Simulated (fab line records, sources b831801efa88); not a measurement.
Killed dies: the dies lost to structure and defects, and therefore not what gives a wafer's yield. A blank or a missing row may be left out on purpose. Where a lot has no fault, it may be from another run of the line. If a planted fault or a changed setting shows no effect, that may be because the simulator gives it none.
Which of the tools did it? || flow gf180mcu || 6 lots, 18 wafers sampled, at 3 steps of a route of 602

== WHAT THE GAUGES READ, wafer by wafer ==
GF_NWELL_OVL_MEAS_07.
{"lot": "L984", "measured": "day 3 23:16", "on": "overlay-01", "NWELL_OVL (nm)": "-0.1 -1.0 -0.7"}
{"lot": "L987", "measured": "day 4 15:40", "on": "overlay-02", "NWELL_OVL (nm)": "-0.8 -3.5 -3.3"}
{"lot": "L989", "measured": "day 5 02:22", "on": "overlay-01", "NWELL_OVL (nm)": "0.7 -2.1 0.1"}
{"lot": "L991", "measured": "day 5 21:49", "on": "overlay-02", "NWELL_OVL (nm)": "0.1 1.6 -1.2"}
{"lot": "L995", "measured": "day 6 12:51", "on": "overlay-02", "NWELL_OVL (nm)": "-3.1 -2.7 -3.8"}
{"lot": "L998", "measured": "day 7 06:09", "on": "overlay-02", "NWELL_OVL (nm)": "-1.8 -1.5 -1.7"}

== TOOL THAT RAN EACH LOT (tool first, then ch and the chambers of the sampled wafers, then the start) ==
{"lot": "L984", "GF_STI_ETCH_14": "rieSi-01 ch 2,3, day 2 16:45", "GF_STI_STRIP_15": "plasmaAsher-01 ch 0,1, day 2 16:52"}
{"lot": "L987", "GF_STI_ETCH_14": "rieSi-02 ch 2,3, day 3 09:11", "GF_STI_STRIP_15": "plasmaAsher-01 ch 0,1, day 3 09:15"}
{"lot": "L989", "GF_STI_ETCH_14": "rieSi-01 ch 1,2,3, day 3 19:03", "GF_STI_STRIP_15": "plasmaAsher-03 ch 0,1, day 3 19:08"}
{"lot": "L991", "GF_STI_ETCH_14": "rieSi-02 ch 1,3, day 4 08:37", "GF_STI_STRIP_15": "plasmaAsher-04 ch 0,1, day 4 08:42"}
{"lot": "L995", "GF_STI_ETCH_14": "rieSi-02 ch 0,2,3, day 5 02:29", "GF_STI_STRIP_15": "plasmaAsher-01 ch 0,1, day 5 02:33"}
{"lot": "L998", "GF_STI_ETCH_14": "rieSi-01 ch 1,2,3, day 5 18:19", "GF_STI_STRIP_15": "plasmaAsher-01 ch 0,1, day 5 18:23"}
- GF_STI_ETCH_14: etches Si in HBr/Cl2/O2, target depth 360 nm, time 102.9 s.
- GF_STI_STRIP_15: strips in O2/N2.

== THE ANSWER, worked out from the rows above alone ==
Rule: usual is defined by the lots themselves. Put in order of their means at a reading, lots are off if they are a third of the lots or fewer, leave a main group of 4 or more, and stand apart from it by a gap of 3 or more times the standard deviation of the main group's means; of several such gaps the widest counts. A main group is skipped when, at the precision printed for the reading in the tables above, its means are all equal. Also off: a lot with no number at a reading for which 4 or more lots have one. The other lots that the step has rows for count as sound.
No lot is off at any reading shown: from this, nothing can be told.

== WHAT HAD BEEN PUT IN BY THE SIMULATOR ==
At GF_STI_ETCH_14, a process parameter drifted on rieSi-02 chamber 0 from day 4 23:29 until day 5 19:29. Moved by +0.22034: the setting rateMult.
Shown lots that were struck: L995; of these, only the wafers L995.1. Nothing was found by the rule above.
